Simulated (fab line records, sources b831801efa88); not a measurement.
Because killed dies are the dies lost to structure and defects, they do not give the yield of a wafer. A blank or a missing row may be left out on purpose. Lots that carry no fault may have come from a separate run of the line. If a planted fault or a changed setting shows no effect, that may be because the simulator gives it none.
Matching of chambers    flow gf180mcu    pecvd-03 running GF_V4_CVD_02: 3 sister chambers
The step deposits SiO2 from TEOS, target thk 850 nm, time 94.851 s. 6 wafers are shown with their chamber, then 8 later ones without.

EACH WAFER AND ITS CHAMBER
wafer   chamber  heaterPowerW (W)  heaterPowerOuterW (W)
L169.1  1        605               368
L169.3  0        487               290
L176.2  0        581               375
L176.3  1        592               349
L176.6  2        682               380
L178.1  2        650               373

WAFERS WITH NO CHAMBER GIVEN
wafer   heaterPowerW (W)  heaterPowerOuterW (W)
L178.5  534               283
L178.6  592               375
L180.1  586               339
L180.2  550               339
L180.5  624               364
L185.1  559               299
L185.3  532               298
L185.5  591               345

WHICH CHAMBER EACH ONE RAN IN
wafer   from the rows above           in truth
L178.5  can't be placed: 0 or 1       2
L178.6  can't be placed: 1 or 2 or 0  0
L180.1  can't be placed: 1 or 0 or 2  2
L180.2  can't be placed: 0 or 1       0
L180.5  can't be placed: 1 or 2 or 0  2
L185.1  can't be placed: 0 or 1       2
L185.3  can't be placed: 0 or 1       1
L185.5  can't be placed: 1 or 0 or 2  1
Correct placement for 0 of the 8. Cannot be placed on the basis of these rows: 8; the candidates contain the true chamber in 6. Number placed wrongly: 0.
How it was worked out, from the rows above alone: a wafer's distance from a chamber is the root of the sum, over the readings, of the square of ((its reading less the chamber's mean) divided by the reading's scatter). If the next closest chamber is less than 2 further off than the closest, the wafer can't be placed; otherwise it belongs to the closest. A chamber's mean is the mean of its shown wafers. The scatter is the square root of a quotient: the sum, over the shown wafers, of each reading's squared deviation from its chamber's mean, divided by wafers minus chambers.
